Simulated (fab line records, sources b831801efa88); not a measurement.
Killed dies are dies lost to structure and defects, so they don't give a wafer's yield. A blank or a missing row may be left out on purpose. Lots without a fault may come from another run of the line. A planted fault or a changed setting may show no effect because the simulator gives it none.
fab line records | flow sky130
record lots=6 wafers=18 last_day=50
route steps=708 shown LI_CONTACT@375 LOCAL_INTERCONNECT@387 PAD_OPEN@708
lots that met no fault: from a run of the same line without faults
start_h: hours from the record's first day to the start of the lot's first wafer shown | wait_h: hours since the lot's step before | " the same as in the row above | L1.1+2: a row that stands for several wafers | - no value, or no start given | * or withheld: withheld | < > ~ a bound
route shown NAME@n: a module of which the file shows steps, and the number in the route of the first | usual: mean/standard deviation of fault-free wafers | same: alike in all rows | chamber/n: place in a boat | sites: the reading at each site | _std_site: their standard deviation | _edge_site: outer sites' mean less inner sites' | radius_mm: how far each site lies from the wafer's centre | mask NAME#n: copy n | behind: the tool/chamber that last shaped the wafer | hold: why the lot was held/for how many hours/how that ended | device: the transistor (n, p or np) that didn't switch | end of line: the same wafers' tests at the end of the route | a step without rows: its recipe alone | killed: dies lost to structure and defects at the first sort, not the wafer's yield | map: a wafer's dies, x killed, . not, _ none there
set.NAME: the setting as run; set.NAME@STEP: as run at that earlier step | model.NAME: the simulator's own value behind a step, which no gauge read
lots at some steps of the route; a table a step, a row a wafer
services: from which hour (start_h, from the record's first day; less than 0 if before it) a tool's chamber was out of use, for how many hours, and why
## steps
# step SKY_LI_CONTACT_OVL_MEAS_13
# usual LI_CONTACT_OVL=-5/6.2
# columns lot.wafer tool chamber start_h wait_h LI_CONTACT_OVL[nm]
L331.1 overlay-02 - 680.01 0.1 3
L331.4 " - " " 1
L331.6 " - " " 3
L341.2 overlay-02 - 788.26 0.1 -8
L341.4 " - " " -9
L341.5 " - " " -7
L349.4 overlay-01 - 832.63 0.1 -2
L349.5 " - " " -2
L349.6 " - " " 5
L351.1 overlay-01 - 837.81 0.1 3
L351.3 " - " " 3
L351.5 " - " " 8
L352.2 overlay-02 - 847.62 0.1 4
L352.3 " - " " 1
L352.5 " - " " -6
L353.1 overlay-01 - 855.16 0.1 -5
L353.2 " - " " -22
L353.4 " - " " -15
# step SKY_LI_CONTACT_ETCH_14
# recipe chemistry=N2/H2 target=BARC ion_energy_ev=200 source_w=500 bias_w=100 pressure_mtorr=30 n2_flow_sccm=100 h2_flow_sccm=200 stop_on=SiO2 time_s=45.9 target_depth_a=600
# usual drypump_motor_current_A=5.7/0.39 oes_product_au=0.850/0.0049 throttle_valve_pct=13.223/0.0091
# columns lot.wafer tool chamber start_h wait_h drypump_motor_current_A oes_product_au rf_hours_counter_h throttle_valve_pct
L331.1 rie_diel-03 0 680.04 0.0 5.9 0.844 2 13.220
L331.4 " 2 " " 5.5 0.841 38 13.215
L331.6 " 0 " " 5.9 0.852 - 13.228
L341.2 rie_diel-02 2 788.29 0.0 5.4 0.847 5 13.211
L341.4 " 1 " " 6.1 0.849 2 13.218
L341.5 " 1 " " 6.1 0.846 - 13.232
L349.4 rie_diel-02 1 832.65 0.0 6.1 0.854 3 13.233
L349.5 " 3 " " 5.4 0.847 - 13.236
L349.6 " 0 " " 6.0 0.843 - 13.205
L351.1 rie_diel-02 1 837.85 0.0 6.1 0.854 3 13.221
L351.3 " 2 " " 5.5 0.841 6 13.225
L351.5 " 3 " " 5.4 0.859 - 13.213
L352.2 rie_diel-02 2 847.65 0.0 5.5 0.852 7 13.222
L352.3 " 0 " " 6.0 0.859 13 13.217
L352.5 " 2 " " 5.4 0.843 - 13.234
L353.1 rie_diel-03 2 855.20 0.0 5.5 0.850 2 13.222
L353.2 " 3 " " 5.5 0.859 5 13.227
L353.4 " 1 " " 5.8 0.847 21 13.224
# step SKY_LI_CONTACT_ETCH_15
# recipe target=PSG chemistry=C4F8/O2/Ar stop_on=Si taper_deg=4.15 mask_material=KrF-thick source_w=1500 bias_w=1200 pressure_mtorr=40 c4f8_flow_sccm=withheld O2_flow_sccm=6 Ar_flow_sccm=300 time_s=withheld target_depth_a=6000
# step SKY_LI_CONTACT_STRIP_16
# recipe chemistry=O2/N2 power_w=1400 pressure_mtorr=1500 platen_temp_c=withheld o2_flow_sccm=3000 n2_flow_sccm=300 overash_fraction=0.5
# step SKY_LI_CONTACT_CLEAN_17
# recipe chemistry=NMP time_s=600 temp_c=60 dry=n2_spin
# step SKY_LI_CONTACT_PRE_CLEAN_18
# recipe gas=Ar time_s=5.6 bias_v=358
# step SKY_LI_CONTACT_SPUTTER_19
# recipe material=Ti target_thk_nm=20 chamber_pressure_pa=5 power_w=2500 substrate_temp_c=200 time_s=106.37
# step SKY_LI_CONTACT_SPUTTER_20
# recipe material=TiN target_thk_nm=20 chamber_pressure_pa=5 power_w=4000 time_s=80
# usual cathode_dc_power_W=3999.9/0.72 chamber_pressure_pa=5.000/0.0097 throttle_valve_pct=29.9/1.2
# columns lot.wafer tool chamber start_h wait_h cathode_dc_power_W chamber_pressure_pa throttle_valve_pct
L331.1 pvd_sputter-04 - 680.72 0.0 3999.6 4.997 31.0
L331.4 " - " " 3998.7 4.987 29.0
L331.6 " - " " 3999.3 4.986 30.8
L341.2 pvd_sputter-02 - 788.79 0.0 3999.0 4.999 28.8
L341.4 " - " " 3999.6 5.011 29.4
L341.5 " - " " 3998.9 5.015 32.0
L349.4 pvd_sputter-03 - 833.14 0.0 4001.3 4.995 30.6
L349.5 " - " " 3999.9 5.006 29.8
L349.6 " - " " 3998.7 4.987 31.0
L351.1 pvd_sputter-03 - 838.34 0.0 4000.1 5.013 29.5
L351.3 " - " " 4000.4 4.991 31.0
L351.5 " - " " 3999.6 5.004 30.5
L352.2 pvd_sputter-04 - 848.16 0.0 3999.4 4.989 31.1
L352.3 " - " " 3999.5 4.988 27.8
L352.5 " - " " 4000.3 4.996 27.4
L353.1 pvd_sputter-03 - 855.73 0.0 3999.0 4.993 31.3
L353.2 " - " " 3999.4 4.994 30.4
L353.4 " - " " 4000.4 5.006 29.0
# step SKY_LI_CONTACT_CVD_21
# recipe material=W target_thk_nm=400 time_s=120.56 temp_c=400 pressure_torr=40
# usual heater_power_w=867/30
# columns lot.wafer tool chamber start_h wait_h heater_power_w
L331.1 cvd_w-02 0 680.78 0.0 897
L331.4 " 0 " " 924
L331.6 " 1 " " 858
L341.2 cvd_w-01 0 788.85 0.0 843
L341.4 " 1 " " 837
L341.5 " 0 " " 826
L349.4 cvd_w-02 1 833.25 0.1 870
L349.5 " 0 " " 938
L349.6 " 1 " " 879
L351.1 cvd_w-02 0 838.41 0.0 925
L351.3 " 1 " " 879
L351.5 " 1 " " 884
L352.2 cvd_w-01 1 848.22 0.0 829
L352.3 " 0 " " 820
L352.5 " 1 " " 849
L353.1 cvd_w-01 0 855.79 0.0 836
L353.2 " 1 " " 849
L353.4 " 0 " " 863
# step SKY_LI_CONTACT_RS_MEAS_22
# recipe thk_meas_gauge=four-point-probe reads=W_of_LI_CONTACT_CVD_21+TiN_of_LI_CONTACT_SPUTTER_20+Ti_of_LI_CONTACT_SPUTTER_19
# usual LI_CONTACT_W_RS=0.2822/0.0028
# columns lot.wafer tool chamber start_h wait_h LI_CONTACT_W_RS[ohm/sq]
L331.1 film_metro-01 - 680.90 0.1 0.2838
L331.4 " - " " 0.2864
L331.6 " - " " 0.2799
L341.2 film_metro-02 - 789.00 0.1 0.2803
L341.4 " - " " 0.2832
L341.5 " - " " 0.2798
L349.4 film_metro-02 - 833.39 0.1 0.2868
L349.5 " - " " 0.2866
L349.6 " - " " 0.2872
L351.1 film_metro-02 - 838.53 0.1 0.2829
L351.3 " - " " 0.2843
L351.5 " - " " 0.2809
L352.2 film_metro-01 - 848.37 0.1 0.2820
L352.3 " - " " 0.2770
L352.5 " - " " 0.2802
L353.1 film_metro-02 - 855.91 0.1 0.2775
L353.2 " - " " 0.2792
L353.4 " - " " 0.2762
# step SKY_LI_CONTACT_THK_MEAS_23
# recipe thk_meas_gauge=xrf reads=W_of_LI_CONTACT_CVD_21
# usual LI_CONTACT_W_THK=404/6.8
# columns lot.wafer tool chamber start_h wait_h LI_CONTACT_W_THK[nm]
L331.1 film_metro-01 - 681.02 0.1 395
L331.4 " - " " 393
L331.6 " - " " 399
L341.2 film_metro-02 - 789.11 0.1 400
L341.4 " - " " 398
L341.5 " - " " 403
L349.4 film_metro-02 - 833.48 0.1 393
L349.5 " - " " 393
L349.6 " - " " 393
L351.1 film_metro-02 - 838.65 0.1 399
L351.3 " - " " 396
L351.5 " - " " 403
L352.2 film_metro-01 - 848.48 0.1 402
L352.3 " - " " 409
L352.5 " - " " 408
L353.1 film_metro-02 - 856.03 0.1 410
L353.2 " - " " 409
L353.4 " - " " 412
# step SKY_LI_CONTACT_CMP_24
# recipe stop_on=PSG t_overpolish_s=20 down_force_psi=3.5 platen_rpm=60 target_thk_nm=0 pad_velocity_m_s=0.94248
# step SKY_LOCAL_INTERCONNECT_SPUTTER_00
# recipe material=TiN target_thk_nm=100 temp_c=300 power_w=6722 time_s=83.3 chamber_pressure_pa=0.4
# usual cathode_dc_power_W=6721.9/1.2 chamber_pressure_pa=0.3999/0.00072 throttle_valve_pct=29.1/1
# columns lot.wafer tool chamber start_h wait_h cathode_dc_power_W chamber_pressure_pa throttle_valve_pct
L331.1 pvd_sputter-01 - 681.38 0.1 6723.1 0.3986 29.7
L331.4 " - " " 6720.0 0.3993 27.9
L331.6 " - " " 6722.6 0.4005 28.5
L341.2 pvd_sputter-01 - 789.46 0.2 6724.4 0.4008 29.4
L341.4 " - " " 6722.9 0.3997 29.7
L341.5 " - " " 6723.0 0.3996 28.2
L349.4 pvd_sputter-01 - 833.81 0.2 6723.1 0.4002 29.4
L349.5 " - " " 6722.7 0.4007 28.4
L349.6 " - " " 6720.6 0.4006 28.2
L351.1 pvd_sputter-04 - 839.01 0.2 - - -
L351.3 " - " " - - -
L351.5 " - " " - - -
L352.2 pvd_sputter-01 - 848.83 0.1 - - -
L352.3 " - " " - - -
L352.5 " - " " - - -
L353.1 pvd_sputter-04 - 856.39 0.2 6720.4 0.3989 28.6
L353.2 " - " " 6721.9 0.4000 27.3
L353.4 " - " " 6723.9 0.4013 29.6
# step SKY_LOCAL_INTERCONNECT_RS_MEAS_01
# recipe thk_meas_gauge=four-point-probe reads=TiN_of_LOCAL_INTERCONNECT_SPUTTER_00
# usual LOCAL_INTERCONNECT_TIN_RS=13.64/0.11
# columns lot.wafer tool chamber start_h wait_h LOCAL_INTERCONNECT_TIN_RS[ohm/sq]
L331.1 film_metro-03 - 681.45 0.0 13.61
L331.4 " - " " 13.61
L331.6 " - " " 13.68
L341.2 film_metro-04 - 789.54 0.1 13.59
L341.4 " - " " 13.70
L341.5 " - " " 13.59
L349.4 film_metro-04 - 833.93 0.1 13.58
L349.5 " - " " 13.61
L349.6 " - " " 13.57
L351.1 film_metro-04 - 839.07 0.0 -
L351.3 " - " " -
L351.5 " - " " -
L352.2 film_metro-03 - 848.91 0.1 -
L352.3 " - " " -
L352.5 " - " " -
L353.1 film_metro-02 - 856.46 0.0 13.59
L353.2 " - " " 13.41
L353.4 " - " " 13.87
# step SKY_LOCAL_INTERCONNECT_THK_MEAS_02
# recipe thk_meas_gauge=xrf reads=TiN_of_LOCAL_INTERCONNECT_SPUTTER_00
# usual LOCAL_INTERCONNECT_TIN_THK=104.2/0.94
# columns lot.wafer tool chamber start_h wait_h LOCAL_INTERCONNECT_TIN_THK[nm]
L331.1 film_metro-03 - 681.57 0.1 104.4
L331.4 " - " " 105.4
L331.6 " - " " 103.8
L341.2 film_metro-04 - 789.65 0.1 103.4
L341.4 " - " " 102.9
L341.5 " - " " 104.1
L349.4 film_metro-04 - 834.02 0.1 104.4
L349.5 " - " " 103.9
L349.6 " - " " 104.8
L351.1 film_metro-04 - 839.19 0.1 <0.0
L351.3 " - " " <0.0
L351.5 " - " " <0.0
L352.2 film_metro-03 - 849.02 0.1 <0.0
L352.3 " - " " <0.0
L352.5 " - " " <0.0
L353.1 film_metro-02 - 856.58 0.1 104.3
L353.2 " - " " 105.9
L353.4 " - " " 102.3
# step SKY_LOCAL_INTERCONNECT_DEHYDRATE_03
# recipe temp_c=200 time_s=60
# step SKY_LOCAL_INTERCONNECT_HMDS_04
# recipe prime_time_s=60 prime_temp_c=120
# step SKY_LOCAL_INTERCONNECT_COAT_05
# recipe resist=BARC temp_c=withheld time_s=withheld spin_rpm=3000 resist_thk_nm=60
# step SKY_LOCAL_INTERCONNECT_COAT_06
# recipe resist=KrF-thick spin_rpm=3000 resist_thk_nm=450
# step SKY_LOCAL_INTERCONNECT_SOFTBAKE_07
# recipe temp_c=100 time_s=90 resist=KrF-thick
# step SKY_LOCAL_INTERCONNECT_EXPOSE_08
# recipe mask_id=LI1M na=0.8 source_shape=annular sigma_inner=0.55 sigma_outer=0.85 target_cd_nm=170 dose_mj=28
# step SKY_LOCAL_INTERCONNECT_PEB_09
# recipe peb_temp_c=withheld peb_time_s=withheld resist=KrF-thick
# step SKY_LOCAL_INTERCONNECT_DEVELOP_10
# recipe develop_time_s=60 resist=KrF-thick dev_temp_c=21
# step SKY_LOCAL_INTERCONNECT_CD_MEAS_11
# recipe target_cd_nm=170
# usual cd_nm=169.9/1.4
# columns lot.wafer tool chamber start_h wait_h cd_nm
L331.1 cd_sem-01 - 708.73 - 169.0
L331.4 " - " " 170.7
L331.6 " - " " 169.9
L341.2 cd_sem-02 - 816.66 - 168.9
L341.4 " - " " 168.0
L341.5 " - " " 170.2
L349.4 cd_sem-02 - 859.57 - 166.3
L349.5 " - " " 167.0
L349.6 " - " " 166.7
L351.1 cd_sem-01 - 864.44 - 171.3
L351.3 " - " " 170.3
L351.5 " - " " 172.3
L352.2 cd_sem-01 - 874.67 - 170.9
L352.3 " - " " 171.1
L352.5 " - " " 171.4
L353.1 cd_sem-01 - 882.24 - 171.2
L353.2 " - " " 170.7
L353.4 " - " " 170.5
# step SKY_LOCAL_INTERCONNECT_OVL_MEAS_12
# usual LOCAL_INTERCONNECT_OVL=2/5.2
# columns lot.wafer tool chamber start_h wait_h LOCAL_INTERCONNECT_OVL[nm]
L331.1 overlay-01 - 708.85 0.1 -2
L331.4 " - " " -6
L331.6 " - " " 1
L341.2 overlay-01 - 816.77 0.1 11
L341.4 " - " " 6
L341.5 " - " " 1
L349.4 overlay-02 - 859.65 0.1 11
L349.5 " - " " 5
L349.6 " - " " 4
L351.1 overlay-01 - 864.56 0.1 -14
L351.3 " - " " -5
L351.5 " - " " -8
L352.2 overlay-01 - 874.77 0.1 -2
L352.3 " - " " -3
L352.5 " - " " 1
L353.1 overlay-02 - 882.36 0.1 -2
L353.2 " - " " 1
L353.4 " - " " -4
# step SKY_LOCAL_INTERCONNECT_ETCH_13
# recipe chemistry=N2/H2 target=BARC ion_energy_ev=200 bias_w=100 pressure_mtorr=30 n2_flow_sccm=100 h2_flow_sccm=200 icp_w=500 stop_on=SiO2 time_s=45.9 target_depth_a=600
# usual drypump_motor_current_A=5.6/0.4 oes_product_au=0.854/0.0045 throttle_valve_pct=13.226/0.0088
# columns lot.wafer tool chamber start_h wait_h drypump_motor_current_A oes_product_au rf_hours_counter_h throttle_valve_pct
L331.1 rie_metal-01 0 708.88 0.0 5.5 0.864 8 13.223
L331.4 " 0 " " 5.5 0.863 - 13.240
L331.6 " 0 " " 5.5 0.859 - 13.215
L341.2 rie_metal-03 0 816.80 0.0 4.9 0.851 6 13.225
L341.4 " 1 " " 5.9 0.860 - 13.219
L341.5 " 0 " " 4.9 0.863 - 13.219
L349.4 rie_metal-04 1 859.69 0.0 5.6 0.861 - 13.229
L349.5 " 1 " " 5.6 0.858 - 13.216
L349.6 " 0 " " 6.0 0.852 - 13.233
L351.1 rie_metal-01 1 864.60 0.0 5.1 0.854 7 13.234
L351.3 " 0 " " 5.5 0.845 - 13.223
L351.5 " 0 " " 5.5 0.847 - 13.235
L352.2 rie_metal-03 1 874.80 0.0 5.9 0.851 1 13.232
L352.3 " 0 " " 4.9 0.854 - 13.234
L352.5 " 1 " " 5.9 0.849 - 13.215
L353.1 rie_metal-04 1 882.40 0.0 5.6 0.856 6 13.241
L353.2 " 0 " " 6.0 0.859 16 13.228
L353.4 " 1 " " 5.6 0.853 - 13.230
# step SKY_LOCAL_INTERCONNECT_METAL_ETCH_14
# recipe target_depth_nm=110 stop_on=PSG chemistry=Cl2/BCl3 target=TiN resist_sidewall_deg=88 pressure_mtorr=10 icp_w=900 bias_w=48.5 Cl2_flow_sccm=60 bcl3_flow_sccm=30 time_s=31.4
# usual drypump_motor_current_A=5.5/0.4 oes_product_au=0.962/0.0058 throttle_valve_pct=21.889/0.0094
# columns lot.wafer tool chamber start_h wait_h drypump_motor_current_A oes_product_au rf_hours_counter_h throttle_valve_pct
L331.1 rie_metal-01 0 709.01 0.1 5.5 0.966 8 21.883
L331.4 " 0 " " 5.5 0.956 - 21.876
L331.6 " 0 " " 5.5 0.959 - 21.885
L341.2 rie_metal-03 0 816.86 0.0 4.9 0.956 6 21.895
L341.4 " 1 " " 5.9 0.957 - 21.885
L341.5 " 0 " " 4.9 0.963 - 21.887
L349.4 rie_metal-04 1 859.75 0.0 5.6 0.966 - 21.865
L349.5 " 1 " " 5.6 0.952 - 21.879
L349.6 " 0 " " 6.0 0.963 - 21.892
L351.1 rie_metal-01 1 864.66 0.0 5.1 0.490 7 22.188
L351.3 " 0 " " 5.5 0.490 - 22.173
L351.5 " 0 " " 5.5 0.484 - 22.215
L352.2 rie_metal-03 1 874.86 0.0 5.8 0.493 1 22.196
L352.3 " 0 " " 4.9 0.487 - 22.184
L352.5 " 1 " " 5.9 0.492 - 22.190
L353.1 rie_metal-04 1 882.46 0.0 5.6 0.963 6 21.885
L353.2 " 0 " " 6.0 0.972 16 21.868
L353.4 " 1 " " 5.6 0.961 - 21.901
# step SKY_LOCAL_INTERCONNECT_STRIP_15
# recipe chemistry=O2/N2 power_w=1400 pressure_mtorr=1500 platen_temp_c=withheld o2_flow_sccm=3000 n2_flow_sccm=300 overash_fraction=0.5
# usual drypump_motor_current_A=5.6/0.35 oes_product_au=0.426/0.0045 strip_time_to_endpoint_s=4.713/0.018
# columns lot.wafer tool chamber start_h wait_h drypump_motor_current_A oes_product_au rf_hours_counter_h strip_time_to_endpoint_s
L331.1 plasma_asher-03 0 709.11 0.1 5.9 0.426 30 4.702
L331.4 " 1 " " 5.9 0.430 - 4.718
L331.6 " 0 " " 6.0 0.429 - 4.691
L341.2 plasma_asher-03 1 816.91 0.0 5.9 0.423 41 4.719
L341.4 " 1 " " 5.9 0.425 - 4.717
L341.5 " 0 " " 6.0 0.434 - 4.702
L349.4 plasma_asher-04 0 859.81 0.1 5.4 0.421 - 4.713
L349.5 " 1 " " 5.0 0.429 - 4.707
L349.6 " 0 " " 5.3 0.425 - 4.709
L351.1 plasma_asher-02 1 864.71 0.0 5.5 0.433 12 4.736
L351.3 " 1 " " 5.5 0.439 - 4.702
L351.5 " 0 " " 5.6 0.416 - 4.714
L352.2 plasma_asher-02 0 874.92 0.0 5.6 0.426 13 4.703
L352.3 " 1 " " 5.5 0.433 - 4.693
L352.5 " 0 " " 5.6 0.425 - 4.712
L353.1 plasma_asher-04 1 882.51 0.0 5.0 0.434 110 4.708
L353.2 " 0 " " 5.4 0.421 110 4.681
L353.4 " 0 " " 5.4 0.425 - 4.706
# step SKY_PAD_OPEN_PROBE_99
# usual killed_at_M0_to_M3=42/6.7 killed_at_M4_up=3.4/2 killed_at_contacts=24/5.1 killed_at_front_end=14/4.2 killed_at_other=0.2/0.49 killed_dies=84/8.4 killed_on_rim=17/3.6 killed_open=46/7 killed_short=39/5.8
# same gross_dies=492 killed_at_back_side=0
# columns lot.wafer tool chamber start_h wait_h killed_at_M0_to_M3 killed_at_M4_up killed_at_contacts killed_at_front_end killed_at_other killed_dies killed_on_rim killed_open killed_short
L341.2 prober-01 - 1159.20 0.1 42 3 22 10 0 77 19 44 33
L341.4 prober-01 - 1159.30 0.2 53 4 30 12 0 99 19 69 30
L341.5 prober-01 - 1159.35 0.2 37 2 36 14 0 89 18 48 41
L351.1 prober-02 - 1190.77 0.1 8 0 482 2 0 492 96 9 4
L351.3 prober-02 - 1190.87 0.2 13 0 477 2 0 492 96 10 10
L351.5 prober-02 - 1190.97 0.2 6 1 483 2 0 492 96 5 6
L352.2 prober-01 - 1199.49 0.1 11 1 480 0 0 492 96 10 7
L352.3 prober-01 - 1199.54 0.2 9 0 483 0 0 492 96 11 8
L352.5 prober-01 - 1199.64 0.2 5 0 486 1 0 492 96 5 5
L353.1 prober-01 - 1207.42 0.1 40 9 25 12 0 86 24 40 46
L353.2 prober-01 - 1207.47 0.1 53 2 29 14 0 98 17 55 43
L353.4 prober-01 - 1207.57 0.2 45 2 23 11 0 81 17 50 31
# killed by level:class
L341.2 VIA1:geometric_particle:open=10 CONTACT:geometric_particle:open=8 LI_CONTACT:geometric_particle:open=7 VIA3:geometric_particle:open=6 VIA1:geometric_particle:short=5 VIA2:geometric_particle:open=5 VIA3:geometric_particle:short=5 POLY_CUT:geometric_particle:short=3
L341.4 VIA1:geometric_particle:open=22 CONTACT:geometric_particle:open=14 VIA3:geometric_particle:open=10 LI_CONTACT:geometric_particle:open=8 FIELD_ISO:geometric_particle:open=5 CONTACT:geometric_particle:short=4 VIA3:geometric_particle:short=4 METAL3:geometric_particle:short=4
L341.5 CONTACT:geometric_particle:open=15 VIA1:geometric_particle:open=11 LOCAL_INTERCONNECT:geometric_particle:short=8 CONTACT:geometric_particle:short=8 VIA3:geometric_particle:open=7 FIELD_ISO:geometric_particle:short=6 POLY_GATE:geometric_particle:open=4 VIA1:geometric_particle:short=4
L351.1 LOCAL_INTERCONNECT:lost_pattern=477 VIA3:geometric_particle:open=3 FIELD_ISO:geometric_particle:short=2 VIA1:geometric_particle:open=2 VIA2:geometric_particle:open=2 LOCAL_INTERCONNECT:area_sputter=2 CONTACT:geometric_particle:short=1 LI_CONTACT:geometric_particle:open=1
L351.3 LOCAL_INTERCONNECT:lost_pattern=470 VIA1:geometric_particle:open=4 CONTACT:geometric_particle:open=3 VIA2:geometric_particle:short=2 METAL1:geometric_particle:short=2 LOCAL_INTERCONNECT:area_sputter=2 FIELD_ISO:geometric_particle:short=1 POLY_GATE:geometric_particle:open=1
L351.5 LOCAL_INTERCONNECT:lost_pattern=480 POLY_GATE:geometric_particle:open=1 FIELD_ISO:geometric_particle:open=1 METAL1:geometric_particle:open=1 METAL3:geometric_particle:short=1 VIA1:geometric_particle:short=1 LI_CONTACT:geometric_particle:open=1 LOCAL_INTERCONNECT:geometric_particle:short=1
L352.2 LOCAL_INTERCONNECT:lost_pattern=473 VIA3:geometric_particle:short=3 LI_CONTACT:geometric_particle:open=2 CONTACT:geometric_particle:open=2 METAL1:geometric_particle:short=2 VIA1:geometric_particle:open=2 LOCAL_INTERCONNECT:area_sputter=2 LOCAL_INTERCONNECT:geometric_particle:open=1
L352.3 LOCAL_INTERCONNECT:lost_pattern=469 LOCAL_INTERCONNECT:area_sputter=4 LI_CONTACT:geometric_particle:open=3 CONTACT:geometric_particle:short=3 LOCAL_INTERCONNECT:geometric_particle:short=2 CONTACT:geometric_particle:open=2 METAL1:geometric_particle:open=2 VIA2:geometric_particle:open=2
L352.5 LOCAL_INTERCONNECT:lost_pattern=480 LOCAL_INTERCONNECT:area_sputter=2 FIELD_ISO:geometric_particle:short=1 LI_CONTACT:geometric_particle:open=1 LOCAL_INTERCONNECT:geometric_particle:open=1 CONTACT:geometric_particle:open=1 CONTACT:geometric_particle:short=1 METAL1:geometric_particle:short=1
L353.1 METAL4:geometric_particle:short=9 LI_CONTACT:geometric_particle:open=8 CONTACT:geometric_particle:short=8 METAL2:geometric_particle:short=8 CONTACT:geometric_particle:open=6 METAL1:geometric_particle:open=6 METAL1:geometric_particle:short=4 VIA1:geometric_particle:open=4
L353.2 VIA1:geometric_particle:open=12 CONTACT:geometric_particle:open=10 LI_CONTACT:geometric_particle:open=8 METAL1:geometric_particle:short=7 VIA3:geometric_particle:open=7 POLY_GATE:geometric_particle:short=5 CONTACT:geometric_particle:short=5 METAL2:geometric_particle:short=5
L353.4 VIA1:geometric_particle:open=13 CONTACT:geometric_particle:open=10 LI_CONTACT:geometric_particle:open=7 VIA1:geometric_particle:short=5 VIA2:geometric_particle:open=5 FIELD_ISO:geometric_particle:open=4 VIA3:geometric_particle:open=4 METAL1:geometric_particle:short=4
# map L351.1 (x killed, . not)
__________xxxxxxxxxx_________
________xxxxxxxxxxxxxx_______
______xxxxxxxxxxxxxxxxxx_____
_____xxxxxxxxxxxxxxxxxxxx____
____xxxxxxxxxxxxxxxxxxxxxx___
___xxxxxxxxxxxxxxxxxxxxxxxx__
__xxxxxxxxxxxxxxxxxxxxxxxxxx_
_xxxxxxxxxxxxxxxxxxxxxxxxxxxx
_xxxxxxxxxxxxxxxxxxxxxxxxxxxx
_xxxxxxxxxxxxxxxxxxxxxxxxxxxx
_xxxxxxxxxxxxxxxxxxxxxxxxxxxx
_xxxxxxxxxxxxxxxxxxxxxxxxxxxx
_xxxxxxxxxxxxxxxxxxxxxxxxxxxx
_xxxxxxxxxxxxxxxxxxxxxxxxxxxx
_xxxxxxxxxxxxxxxxxxxxxxxxxxxx
__xxxxxxxxxxxxxxxxxxxxxxxxxx_
___xxxxxxxxxxxxxxxxxxxxxxxx__
____xxxxxxxxxxxxxxxxxxxxxx___
_____xxxxxxxxxxxxxxxxxxxx____
______xxxxxxxxxxxxxxxxxx_____
________xxxxxxxxxxxxxx_______
__________xxxxxxxxxx_________
# map L352.2 (x killed, . not)
__________xxxxxxxxxx_________
________xxxxxxxxxxxxxx_______
______xxxxxxxxxxxxxxxxxx_____
_____xxxxxxxxxxxxxxxxxxxx____
____xxxxxxxxxxxxxxxxxxxxxx___
___xxxxxxxxxxxxxxxxxxxxxxxx__
__xxxxxxxxxxxxxxxxxxxxxxxxxx_
_xxxxxxxxxxxxxxxxxxxxxxxxxxxx
_xxxxxxxxxxxxxxxxxxxxxxxxxxxx
_xxxxxxxxxxxxxxxxxxxxxxxxxxxx
_xxxxxxxxxxxxxxxxxxxxxxxxxxxx
_xxxxxxxxxxxxxxxxxxxxxxxxxxxx
_xxxxxxxxxxxxxxxxxxxxxxxxxxxx
_xxxxxxxxxxxxxxxxxxxxxxxxxxxx
_xxxxxxxxxxxxxxxxxxxxxxxxxxxx
__xxxxxxxxxxxxxxxxxxxxxxxxxx_
___xxxxxxxxxxxxxxxxxxxxxxxx__
____xxxxxxxxxxxxxxxxxxxxxx___
_____xxxxxxxxxxxxxxxxxxxx____
______xxxxxxxxxxxxxxxxxx_____
________xxxxxxxxxxxxxx_______
__________xxxxxxxxxx_________
## services
# columns tool chamber start_h hours kind
rie_diel-02 - 664.75 15.6 pm
plasma_asher-02 - 691.14 0.9 repair
rie_diel-02 - 698.69 28.1 pm
rie_diel-03 1 702.83 3.2 repair
rie_metal-04 0 706.81 11.4 repair
rie_metal-03 0 707.72 4.2 repair
rie_metal-01 0 709.14 21.4 repair
rie_metal-03 0 722.75 8.4 repair
pvd_sputter-01 - 723.42 3.2 repair
cvd_w-01 - 725.64 0.8 repair
rie_metal-04 0 732.11 1.9 repair
plasma_asher-02 - 733.75 9.0 pm
rie_metal-01 0 735.01 8.0 repair
plasma_asher-04 - 754.59 1.5 repair
pvd_sputter-04 - 755.08 8.5 repair
rie_diel-03 - 757.38 1.6 repair
plasma_asher-02 - 757.77 2.8 pm
rie_metal-01 1 764.48 5.6 repair
rie_metal-03 - 768.56 2.8 pm
rie_metal-01 - 802.08 1.4 pm
pvd_sputter-01 - 814.61 11.5 repair
rie_diel-02 3 822.54 3.8 repair
cvd_w-02 1 842.61 5.9 repair
cvd_w-02 1 860.00 6.6 repair
## key
first_sign step=SKY_LOCAL_INTERCONNECT_SPUTTER_00 reading=tool_record direction=missing
effect step=SKY_LOCAL_INTERCONNECT_RS_MEAS_01 reading=LOCAL_INTERCONNECT_TIN_RS direction=missing
effect step=SKY_LOCAL_INTERCONNECT_THK_MEAS_02 reading=LOCAL_INTERCONNECT_TIN_THK direction=down sigmas=99+ usual=104.2 struck=<0.0
effect step=SKY_LOCAL_INTERCONNECT_METAL_ETCH_14 reading=oes_product_au direction=down sigmas=81 usual=0.962 struck=0.489
effect step=SKY_PAD_OPEN_PROBE_99 reading=killed_at_contacts direction=up sigmas=90 usual=24 struck=482
met_at SKY_LOCAL_INTERCONNECT_SPUTTER_00
struck_wafers L351.1,L351.3,L351.5,L352.2,L352.3,L352.5
later_rows_left_out L351.1,L351.3,L351.5,L352.2,L352.3,L352.5
tester_left_out L351,L352
onset_between 833.81 839.01
fault kind=skipped_step_whole tool=pvd_sputter-01,pvd_sputter-04 chamber=- onset_h=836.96 steps=SKY_LOCAL_INTERCONNECT_SPUTTER_00 scope=struck_lots_only
# tester_left_out: of these lots the tester's yield and bins aren't shown, on N5 and GAA mostly nor the transistor test; their killed dies are dies lost to structure and defects alone, not to doping, threshold or leakage, so they don't give the yield
# later_rows_left_out: the simulator's readings of these wafers behind a module that went badly wrong aren't trusted and aren't shown, but for the sort
